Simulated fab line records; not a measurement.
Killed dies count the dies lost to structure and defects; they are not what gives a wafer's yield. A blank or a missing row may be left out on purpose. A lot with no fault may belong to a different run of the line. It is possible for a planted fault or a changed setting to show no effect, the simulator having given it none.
A lot that was struck, set against a sound lot + flow sky130 + 18 steps out of a route of 708
Sound: the wafers L824.4, L824.5, L824.6. Struck: wafers L831.1, L831.3, L831.6. Last of all comes the cause.
For every step that has rows: the tool of each side, followed by ch and its chambers, followed by its first start. Under that, the readings that differ: sound wafers + struck wafers + difference of the means + sigmas: that difference in standard deviations of wafers without a fault.
alike: words and numbers the same on both sides, and readings whose means are apart by under 2 such deviations; not compared: readings that were withheld, readings missing a value for some wafer, numbers with overlapping values and no deviation given by the record, and bounds like >300 which may hide the same value.
A row with sigmas, a row that says differs or no value, or rows on one side alone: a step with any of these is where the two part. When numbers do not overlap yet have no deviation, they are printed without sigmas and do not part them. Lack of a reading on every wafer of one side parts them only where that side has two or more wafers.

first, 9 steps without rows for these wafers: SKY_CAPM_CLEAN_17 (cleans in O3/DIW); SKY_METAL3_DEHYDRATE_05 (time 60 s); SKY_METAL3_HMDS_06 (prime time 60 s); SKY_METAL3_COAT_07 (resist thk 60 nm); SKY_METAL3_COAT_08 (resist thk 1140 nm); SKY_METAL3_SOFTBAKE_09 (time 90 s); SKY_METAL3_EXPOSE_10 (exposes mask MM3, target cd 300 nm); SKY_METAL3_PEB_11; SKY_METAL3_DEVELOP_12 (develop time 60 s).
SKY_METAL3_CD_MEAS_13: the cd target is 300 nm.
  sound: cdSem-01 at day 39 13:58; struck: cdSem-02 at day 41 16:01
  alike: cdNm
SKY_METAL3_OVL_MEAS_14:
  sound: overlay-02 at day 39 14:02; struck: overlay-02 at day 41 16:08
  alike: METAL3_OVL
SKY_METAL3_DESCUM_15: chemistry O2, time 8 s.
  sound on rieMetal-01 ch 0,1, day 39 14:04; struck on rieMetal-01 ch 0,1, day 41 16:10
  alike: drypumpMotorCurrentA, heBacksideLeakSccm, oesProductAu, tempC
  not compared: rfHoursCounterH
SKY_METAL3_ETCH_16: etches BARC in N2/H2, stops on SiO2, time 88.2 s, target depth 60 nm.
  sound on rieMetal-01 ch 0,1, day 39 14:07; struck on rieMetal-01 ch 0,1, day 41 16:12
  no value came back on the struck wafers for any of 6 readings (biasW (W), chamberPressureMTorr (mTorr) and others); on the sound wafers biasW (W) reads 100.07 100.41 99.91
| reading                                      | sound          | struck         | difference | sigmas |
|----------------------------------------------|----------------|----------------|------------|--------|
| model.KrF-thick_of_METAL3_COAT_08.thkNm (nm) | 1073 1072 1073 | 1128 1129 1127 | +55        |        |
  not compared: rfHoursCounterH
SKY_METAL3_ETCH_17: etches SiO2 in C4F8/O2/Ar, stops on TiN, time 3.9 s, target depth 15 nm.
  sound on rieDiel-04 ch 0,1,2, day 39 14:11; struck on rieDiel-01 ch 1,2,3, day 41 16:18
| reading             | sound             | struck            | difference | sigmas |
|---------------------|-------------------|-------------------|------------|--------|
| oesProductAu (a.u.) | 0.762 0.745 0.744 | 0.379 0.377 0.373 | -0.374     | -52    |
  alike: biasW, chamberPressureMTorr
  not compared: rfHoursCounterH
SKY_METAL3_METAL_ETCH_18: etches the open film in Cl2/BCl3, stops on SiO2, target depth 845 nm, time 183.1 s.
  sound on rieMetal-02 ch 0,1, day 39 14:16; struck on rieMetal-02 ch 0,1, day 41 16:19
| reading                                      | sound             | struck            | difference | sigmas |
|----------------------------------------------|-------------------|-------------------|------------|--------|
| oesProductAu (a.u.)                          | 0.861 0.857 0.869 | 0.374 0.371 0.375 | -0.489     | -65    |
| model.KrF-thick_of_METAL3_COAT_08.thkNm (nm) | 525.4 520.7 529.3 | 586.6 584.9 577.1 | +57.7      |        |
  alike: bcl3FlowSccm, biasW, drypumpMotorCurrentA, heBacksideLeakSccm, throttleValvePct
  not compared: rfHoursCounterH
SKY_METAL3_STRIP_19: strips in O2/N2.
  sound on plasmaAsher-04 ch 0,1, day 39 14:25; struck on plasmaAsher-04 ch 0,1, day 41 16:29
| reading                  | sound             | struck            | difference | sigmas |
|--------------------------|-------------------|-------------------|------------|--------|
| oesProductAu (a.u.)      | 0.497 0.498 0.499 | 0.528 0.524 0.524 | +0.027     | +5     |
| stripTimeToEndpointS (s) | 6.50 6.47 6.57    | 7.12 7.11 7.03    | +0.57      | +8     |
  alike: drypumpMotorCurrentA
  not compared: rfHoursCounterH
then, 1 step without rows for these wafers: SKY_METAL3_STRIP_20 (strips in post etch residue remover, time 1200 s).
-- the record jumps here: 7 days lie between the struck wafers' starts before and after (it left off in module METAL3 and takes up again in module PAD_OPEN, whose first step shown is number 708 of the route) --
SKY_PAD_OPEN_PROBE_99:
  sound: prober-01 at day 46 15:35; struck: prober-02 at day 48 06:41
| reading                 | sound     | struck         | difference | sigmas |
|-------------------------|-----------|----------------|------------|--------|
| defectLimitedYield (%)  | 80.7 82.7 | 0 0 0          | -82        | -43    |
| killed_at_M0_to_M3      | 41 46     | 455 446 447    | +406       | +61    |
| killedDies              | 95 85     | 492 492 492    | +402       | +43    |
| killedOnRim             | 17 19     | 96 96 96       | +78        | +21    |
| sort_bin_5_function (%) | 11.2 11.4 | 93.3 93.9 92.3 | +81.9      | +58    |
| sortNPass               | 397 407   | 0 0 0          | -402       | -43    |
| sortYieldPct (%)        | 80.7 82.7 | 0 0 0          | -82        | -43    |
  alike: killed_at_M4_up, killedAtContacts, killedAtFrontEnd, killedAtOther, killedOpen, killedShort, sort_bin_3_pad_short, sort_bin_6_memory

## WHERE THEY PART
First at SKY_METAL3_ETCH_16; last, within this record, at SKY_PAD_OPEN_PROBE_99.

WHY: the cause the simulator had injected
Step skipped in full: rieMetal-01, at SKY_METAL3_ETCH_16, from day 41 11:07 onward. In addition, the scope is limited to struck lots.
